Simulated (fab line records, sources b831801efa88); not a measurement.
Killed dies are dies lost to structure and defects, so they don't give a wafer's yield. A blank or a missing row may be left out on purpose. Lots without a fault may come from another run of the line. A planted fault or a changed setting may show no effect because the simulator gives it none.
Which tool did it? | flow gf180mcu | 14 lots, 42 wafers sampled, at 4 steps of a route of 602

WHAT THE GAUGES READ, wafer by wafer
GF_CONTACT_THK_MEAS_01.
lot  | measured     | on            | CONTACT_CVD_00_THK (nm)
L937 | day 15 10:53 | film_metro-03 | 303.5 302.8 304.1
L938 | day 15 20:44 | film_metro-03 | 299.3 296.9 295.8
L939 | day 16 07:17 | film_metro-04 | 300.5 299.2 299.1
L940 | day 16 13:49 | film_metro-03 | 296.1 296.9 296.2
L941 | day 16 23:56 | film_metro-04 | 295.1 295.2 295.0
L942 | day 17 13:22 | film_metro-02 | 299.5 297.2 300.7
L943 | day 18 01:07 | film_metro-02 | 296.9 298.7 301.9
L945 | day 18 04:56 | film_metro-04 | 296.3 292.1 292.6
L946 | day 18 19:50 | film_metro-03 | 295.0 292.7 295.5
L949 | day 20 07:32 | film_metro-02 | 301.3 302.4 304.7
L955 | day 22 02:11 | film_metro-04 | 295.1 300.3 303.1
L957 | day 22 16:42 | film_metro-02 | 302.4 298.9 298.6
L958 | day 22 22:21 | film_metro-04 | 301.4 297.5 296.7
L959 | day 23 04:41 | film_metro-02 | 299.7 303.3 303.5

WHICH TOOL RAN EACH LOT (tool, then ch and the chambers of the sampled wafers, then the start)
lot  | GF_HV_LDD_IMPLANT_21            | GF_SALICIDE_RTA_06               | GF_SALICIDE_RTA_08
L937 | implanter-04 ch 0, day 11 03:39 | rtp_anneal-01 ch 0, day 15 10:28 | rtp_anneal-02 ch 0, day 15 10:44
L938 | implanter-02 ch 0, day 11 10:46 | rtp_anneal-02 ch 0, day 15 20:20 | rtp_anneal-01 ch 0, day 15 20:37
L939 | implanter-03 ch 0, day 11 17:50 | rtp_anneal-01 ch 0, day 16 06:52 | rtp_anneal-02 ch 0, day 16 07:08
L940 | implanter-02 ch 0, day 12 00:16 | rtp_anneal-01 ch 0, day 16 13:29 | rtp_anneal-02 ch 0, day 16 13:40
L941 | implanter-02 ch 0, day 12 10:55 | rtp_anneal-02 ch 0, day 16 23:29 | rtp_anneal-01 ch 0, day 16 23:47
L942 | implanter-02 ch 0, day 12 21:31 | rtp_anneal-01 ch 0, day 17 13:02 | rtp_anneal-02 ch 0, day 17 13:14
L943 | implanter-04 ch 0, day 13 06:37 | rtp_anneal-02 ch 0, day 18 00:47 | rtp_anneal-01 ch 0, day 18 00:58
L945 | implanter-04 ch 0, day 13 11:01 | rtp_anneal-01 ch 0, day 18 04:37 | rtp_anneal-02 ch 0, day 18 04:49
L946 | implanter-04 ch 0, day 13 23:24 | rtp_anneal-01 ch 0, day 18 19:31 | rtp_anneal-02 ch 0, day 18 19:42
L949 | implanter-04 ch 0, day 15 04:52 | rtp_anneal-02 ch 0, day 20 07:11 | rtp_anneal-01 ch 0, day 20 07:23
L955 | implanter-02 ch 0, day 16 21:01 | rtp_anneal-01 ch 0, day 22 01:50 | rtp_anneal-02 ch 0, day 22 02:02
L957 | implanter-03 ch 0, day 17 11:13 | rtp_anneal-01 ch 0, day 22 16:20 | rtp_anneal-02 ch 0, day 22 16:33
L958 | implanter-02 ch 0, day 17 15:56 | rtp_anneal-02 ch 0, day 22 22:01 | rtp_anneal-02 ch 0, day 22 22:13
L959 | implanter-02 ch 0, day 18 00:23 | rtp_anneal-02 ch 0, day 23 04:19 | rtp_anneal-01 ch 0, day 23 04:30
- GF_HV_LDD_IMPLANT_21
- GF_SALICIDE_RTA_06: time 30 s.
- GF_SALICIDE_RTA_08: time 30 s.

WHAT THE TOOLS THEMSELVES READ (means of the sampled wafers that have a number; where no wafer has one, the mark that the record gives instead)
GF_HV_LDD_IMPLANT_21.
lot  | tool         | beam_on_s (s) | dose_ions_cm2 | faraday_current_uA | tilt_deg (degrees)
L937 | implanter-04 | 9.89          | 5e+13         | 285                | 6.996
L938 | implanter-02 | 9.90          | 5e+13         | 284                | 7.026
L939 | implanter-03 | 10.07         | 5e+13         | 280                | 6.991
L940 | implanter-02 | 9.99          | 5e+13         | 283                | 7.011
L941 | implanter-02 | 9.78          | 5e+13         | 288                | 6.982
L942 | implanter-02 | 9.77          | 5e+13         | 288                | 6.983
L943 | implanter-04 | 10.14         | 5e+13         | 278                | 7.007
L945 | implanter-04 | 10.10         | 5e+13         | 279                | 7.025
L946 | implanter-04 | 9.87          | 5e+13         | 296                | 7.005
L949 | implanter-04 | 10.17         | 5e+13         | 288                | 6.998
L955 | implanter-02 | 10.15         | 5e+13         | 277                | 6.996
L957 | implanter-03 | 9.99          | 5e+13         | 282                | 6.983
L958 | implanter-02 | 10.00         | 5e+13         | 281                | 7.012
L959 | implanter-02 | 9.96          | 5e+13         | 283                | 6.988

GF_SALICIDE_RTA_06.
lot  | tool          | lamp_power_pct (%) | wafer_temp_C_max
L937 | rtp_anneal-01 | 6.18               | 532.3
L938 | rtp_anneal-02 | 6.36               | 532.8
L939 | rtp_anneal-01 | 6.18               | 531.3
L940 | rtp_anneal-01 | 6.18               | 532.3
L941 | rtp_anneal-02 | 6.35               | 533.3
L942 | rtp_anneal-01 | 6.17               | 532.4
L943 | rtp_anneal-02 | 6.35               | 532.5
L945 | rtp_anneal-01 | 6.18               | 532.2
L946 | rtp_anneal-01 | 6.18               | 532.2
L949 | rtp_anneal-02 | 6.35               | 533.1
L955 | rtp_anneal-01 | 6.18               | 531.9
L957 | rtp_anneal-01 | 6.18               | 532.0
L958 | rtp_anneal-02 | 6.35               | 533.7
L959 | rtp_anneal-02 | 6.35               | 533.4

GF_SALICIDE_RTA_08.
lot  | tool          | lamp_power_pct (%) | wafer_temp_C_max
L937 | rtp_anneal-02 | 17.64              | 806.6
L938 | rtp_anneal-01 | 17.16              | 803.2
L939 | rtp_anneal-02 | 17.64              | 804.9
L940 | rtp_anneal-02 | 17.63              | 805.3
L941 | rtp_anneal-01 | 17.16              | 803.6
L942 | rtp_anneal-02 | 17.65              | 805.5
L943 | rtp_anneal-01 | 17.17              | 803.0
L945 | rtp_anneal-02 | 17.64              | 806.7
L946 | rtp_anneal-02 | 17.64              | 805.5
L949 | rtp_anneal-01 | 17.16              | 803.1
L955 | rtp_anneal-02 | 17.65              | 805.0
L957 | rtp_anneal-02 | 17.64              | 804.7
L958 | rtp_anneal-02 | 17.65              | 805.4
L959 | rtp_anneal-01 | 17.17              | 802.9

THE ANSWER, worked out from the rows above alone
Rule: what is usual is taken from the lots themselves. Put in order of their means at a reading, lots are off if they are a third of the lots or fewer, leave a main group of 4 or more, and stand apart from it by a gap of 3 or more times the standard deviation of the main group's means; of several such gaps the widest counts. A main group whose means are all the same, to the digits that the tables above print for the reading, isn't used. A lot without any number at a reading at which 4 lots or more have one is off too. The other lots that the step has rows for count as sound. The gauges are gone through in route order, then the tools' own readings, and for those a lot's mean is taken as printed above. The first step at which some lot is off is used, and at that step the reading that is off furthest; a lot without a number counts as furthest.
No lot is off at any reading shown: from this, nothing can be told.

WHAT THE SIMULATOR HAD PUT IN
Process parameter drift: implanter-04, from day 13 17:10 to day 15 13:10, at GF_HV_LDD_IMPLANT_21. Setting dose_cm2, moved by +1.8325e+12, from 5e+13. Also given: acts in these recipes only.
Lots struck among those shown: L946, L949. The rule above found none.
